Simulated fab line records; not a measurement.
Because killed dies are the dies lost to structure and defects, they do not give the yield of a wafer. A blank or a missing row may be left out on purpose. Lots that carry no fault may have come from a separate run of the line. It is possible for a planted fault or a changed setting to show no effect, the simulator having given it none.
Comparing a struck lot with a sound one    flow sky130    18 out of 708 route steps
Sound: wafers L980.3, L980.5, L980.6. The struck wafers were L997.2, L997.3, L997.5. Last of all comes the cause.
Order at every step that has rows: each side's tool, ch and its chambers, its first start. Under that, the readings that differ: sound wafers    struck wafers    difference of the means    sigmas: that difference in standard deviations of wafers without a fault.
alike: a reading whose means differ by less than 2 such deviations, as well as words and numbers matching on both sides. not compared: withheld readings; readings where some wafer has no value; bounds like >300 that might hide an equal value; numbers whose values overlap and for which the record gives no deviation.
A row with sigmas, a row that says differs or no value, or rows on one side alone: a step with any of these is where the two part. Numbers that don't overlap but have no deviation are shown without sigmas and don't part them. Lack of a reading on every wafer of one side parts them only where that side has two or more wafers.

first, 3 steps without rows for these wafers: SKY_VIA3_EXPOSE_09 (exposes mask VIM3, target cd 200 nm); SKY_VIA3_PEB_10; SKY_VIA3_DEVELOP_11 (develop time 60 s).
SKY_VIA3_CD_MEAS_12: target cd 200 nm.
  struck on cdSem-01, day 46 08:56; sound on cdSem-02, day 41 16:04
  alike: cdNm
SKY_VIA3_OVL_MEAS_13:
  struck on overlay-02, day 46 09:02; sound on overlay-02, day 41 16:09
reading        sound    struck   difference  sigmas
VIA3_OVL (nm)  12 4 10  0 -6 -8  -13         -3
SKY_VIA3_ETCH_14: etches BARC in N2/H2, stops on SiO2, time 45.9 s, target depth 60 nm.
  sound on rieDiel-02 ch 0,1, day 41 16:10; struck on rieDiel-03 ch 0,1,2, day 46 09:04
  alike: chamberPressureMTorr, drypumpMotorCurrentA, oesProductAu, throttleValvePct
  not compared: rfHoursCounterH
SKY_VIA3_ETCH_15: etches SiO2 in C4F8/O2/Ar, stops on TiN, target depth 507 nm, time 78 s.
  sound on rieDiel-02 ch 0,1, day 41 16:13; struck on rieDiel-03 ch 0,1,2, day 46 09:07
  alike: chamberPressureMTorr, oesProductAu
  not compared: rfHoursCounterH
SKY_VIA3_STRIP_16: strips in O2/N2.
  sound on plasmaAsher-01 ch 0,1, day 41 16:19; struck on plasmaAsher-04 ch 0,1, day 46 09:11
  alike: chamberPressureMTorr, drypumpMotorCurrentA, o2FlowSccm, oesProductAu, stripTimeToEndpointS
  not compared: rfHoursCounterH
then, 3 steps without rows for these wafers: SKY_VIA3_STRIP_17 (strips in post etch residue remover, time 1200 s); SKY_VIA3_CLEAN_18 (cleans in IPA, time 180 s); SKY_VIA3_CLEAN_19 (cleans in O3/DIW).
SKY_VIA3_SPUTTER_20: material TiN, target thk 20 nm, time 80 s.
  struck on pvdSputter-02, day 46 09:46; sound on pvdSputter-04, day 41 16:55
  alike: throttleValvePct
SKY_VIA3_CVD_21: deposits W, target thk 390 nm, time 117.31 s.
  sound on cvdW-02 ch 0,1, day 41 17:01; struck on cvdW-02 ch 0,1, day 46 09:50
reading                            sound              struck             difference  sigmas
model.W_of_VIA3_CVD_21.thkNm (nm)  394.8 385.7 394.4  451.8 456.2 435.5  +56.2       
  alike: heaterPowerW
SKY_VIA3_RS_MEAS_22: measurement is done with a four-point probe.
  struck on filmMetro-04, day 46 09:58; sound on filmMetro-01, day 41 17:08
reading             sound              struck             difference  sigmas
VIA3_W_RS (ohm/sq)  0.291 0.297 0.291  0.254 0.251 0.264  -0.037      -7
SKY_VIA3_THK_MEAS_23: measures by xrf.
  struck on filmMetro-04, day 46 10:05; sound on filmMetro-01, day 41 17:14
reading          sound        struck       difference  sigmas
VIA3_W_THK (nm)  405 394 402  461 467 447  +58         +8
SKY_VIA3_CMP_24: polishes, stops on SiO2, t overpolish 20 s, target thk 0 nm.
  sound on cmp-02 ch 0,1,3, day 41 17:25; struck on cmp-01 ch 1,3, day 46 10:08
reading              sound       struck       difference  sigmas
timeToEndpointS (s)  103 91 100  116 115 114  +17         +4
  alike: motorCurrentA
SKY_METAL4_SPUTTER_00: material Ti, target thk 15 nm, time 10 s.
  struck on pvdSputter-03, day 46 10:26; sound on pvdSputter-02, day 41 17:34
  alike: throttleValvePct
then, 1 step without rows for these wafers: SKY_PAD_OPEN_PROBE_99.

## WHERE THEY PART
At SKY_VIA3_OVL_MEAS_13 first; at SKY_VIA3_CMP_24 last (within this record only). Later steps at which nothing parts them and some readings are alike: SKY_METAL4_SPUTTER_00.

WHY: what had been put in by the simulator
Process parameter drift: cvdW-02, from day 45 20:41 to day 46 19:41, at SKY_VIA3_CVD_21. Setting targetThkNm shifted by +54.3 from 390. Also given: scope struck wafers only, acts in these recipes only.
